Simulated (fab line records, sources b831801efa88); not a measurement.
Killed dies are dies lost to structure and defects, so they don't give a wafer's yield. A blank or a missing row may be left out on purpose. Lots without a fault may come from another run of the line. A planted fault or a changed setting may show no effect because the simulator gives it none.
A struck lot beside a sound one | flow sky130 | 18 steps out of a route of 708
Sound: wafers L871.1, L871.2, L871.5. Struck: wafers L878.2, L878.4, L878.6. The cause comes at the end.
At each step with rows: each side's tool, then ch and its chambers, then its first start. Under that, the readings that differ: sound wafers | struck wafers | difference of the means | sigmas: that difference in standard deviations of wafers without a fault.
alike: readings whose means differ by less than 2 such deviations, and words and numbers that are the same on both sides. not compared: withheld readings, readings that some wafer has no value for, bounds like >300 that may hide the same value, and numbers for which the record gives no deviation and whose values overlap.
The two part at a step that has a row with sigmas, a row that says differs or no value, or rows on one side only. Numbers that don't overlap but have no deviation are shown without sigmas and don't part them. A reading that every wafer of one side lacks parts them only if that side has two wafers or more.

first, 1 step without rows for these wafers: SKY_NWELL_IMPLANT_24.
SKY_NWELL_STRIP_25: strips in O2/N2.
  sound on plasma_asher-04 ch 0,1, day 5 10:01; struck on plasma_asher-04 ch 0, day 7 02:52
  alike: drypump_motor_current_A, oes_product_au, strip_time_to_endpoint_s
  not compared: rf_hours_counter_h
SKY_NWELL_TW_MEAS_26:
  sound on film_metro-04, day 5 10:07; struck on film_metro-02, day 7 02:58
  alike: NWELL_2_TW
then, 1 step without rows for these wafers: SKY_NWELL_CLEAN_27 (cleans in SC1/SC2, time 150 s).
SKY_NWELL_RTA_28: time 30 s.
  sound on rtp_anneal-01 ch 0, day 5 10:14; struck on rtp_anneal-02 ch 0, day 7 03:05
  alike: lamp_power_pct, wafer_temp_C_max
SKY_NWELL_RS_MEAS_29: measures by four-point-probe.
  sound on film_metro-03, day 5 10:20; struck on film_metro-03, day 7 03:11
  alike: NWELL_RS
SKY_NWELL_RS_MEAS_31: measures by four-point-probe.
  sound on film_metro-03, day 5 10:34; struck on film_metro-03, day 7 03:26
  alike: PWDE_RS
then, 4 steps without rows for these wafers: SKY_VT_ADJUST_HVTP_DEHYDRATE_00 (time 60 s); SKY_VT_ADJUST_HVTP_HMDS_01 (prime time 60 s); SKY_VT_ADJUST_HVTP_COAT_02 (resist thk 1140 nm); SKY_VT_ADJUST_HVTP_SOFTBAKE_03 (time 60 s).
SKY_VT_ADJUST_HVTP_EXPOSE_04: exposes mask HVTPM, target cd 380 nm.
  sound on iline_stepper-02 ch 0, day 5 19:37; struck on iline_stepper-02 ch 0, day 7 12:24
  reading                                | sound                | struck            | difference | sigmas
  model.VT_ADJUST_HVTP.overlay_x_nm (nm) | -0.187 -0.187 -0.187 | 161.7 161.7 161.7 | +161.9     |
  alike: mask
then, 2 steps without rows for these wafers: SKY_VT_ADJUST_HVTP_PEB_05; SKY_VT_ADJUST_HVTP_DEVELOP_06 (develop time 60 s).
SKY_VT_ADJUST_HVTP_CD_MEAS_07: target cd 380 nm.
  sound on cd_sem-01, day 6 04:58; struck on cd_sem-01, day 7 22:00
  alike: cd_nm
SKY_VT_ADJUST_HVTP_OVL_MEAS_08:
  sound on overlay-02, day 6 05:05; struck on overlay-02, day 7 22:06
  reading                 | sound       | struck            | difference | sigmas
  VT_ADJUST_HVTP_OVL (nm) | 1.9 1.2 1.2 | 163.6 162.9 162.8 | +161.7     | +99 or more
then, 1 step without rows for these wafers: SKY_VT_ADJUST_HVTP_IMPLANT_09.
-- the record jumps here: 39 days lie between the struck wafers' starts before and after (it left off in module VT_ADJUST_HVTP and takes up again in module PAD_OPEN, whose first step shown is number 708 of the route) --
SKY_PAD_OPEN_PROBE_99:
  sound on prober-01, day 45 20:42; struck on prober-01, day 47 08:39
  reading                                    | sound                   | struck                     | difference | sigmas
  model.etest.sram_pfet_latch.drive_ua_um    | 143.5 146.9 145.3       | 230.3 228.7 230.8          | +84.7      |
  model.etest.pfet_01v8_hvt.drive_ua_um      | 147 142.6 144.5         | 175 178.6 177.2            | +32        |
  model.etest.sram_nfet_pass.drive_ua_um     | 503.4 488.4 507.7       | 522.8 535.2 527.3          | +28.6      |
  model.etest.sram_pfet_latch.off_log10_a_um | -12.63 -12.45 -12.7     | -6.274 -6.377 -6.337       | +6.264     |
  model.etest.pfet_01v8_hvt.off_log10_a_um   | -12.92 -12.99 -12.95    | -11.61 -11.44 -11.49       | +1.44      |
  model.etest.sram_pfet_latch.vt_sat_v (V)   | -0.7759 -0.7477 -0.7738 | -0.03203 -0.04938 -0.03914 | +0.72562   |
  model.etest.sram_pfet_latch.vt_v (V)       | -0.9153 -0.8805 -0.9096 | -0.5537 -0.5713 -0.5665    | +0.3380    |
  model.etest.pfet_01v8_hvt.vt_sat_v (V)     | -0.8034 -0.8167 -0.8084 | -0.5942 -0.5822 -0.587     | +0.2217    |
  alike: killed_at_M0_to_M3, killed_at_M4_up, killed_at_contacts, killed_at_front_end, killed_at_other, killed_dies, killed_open, killed_short

WHERE THEY PART
Only at SKY_VT_ADJUST_HVTP_OVL_MEAS_08, within this record. Later steps at which nothing parts them and some readings are alike: SKY_PAD_OPEN_PROBE_99.

WHY: what the simulator had put in
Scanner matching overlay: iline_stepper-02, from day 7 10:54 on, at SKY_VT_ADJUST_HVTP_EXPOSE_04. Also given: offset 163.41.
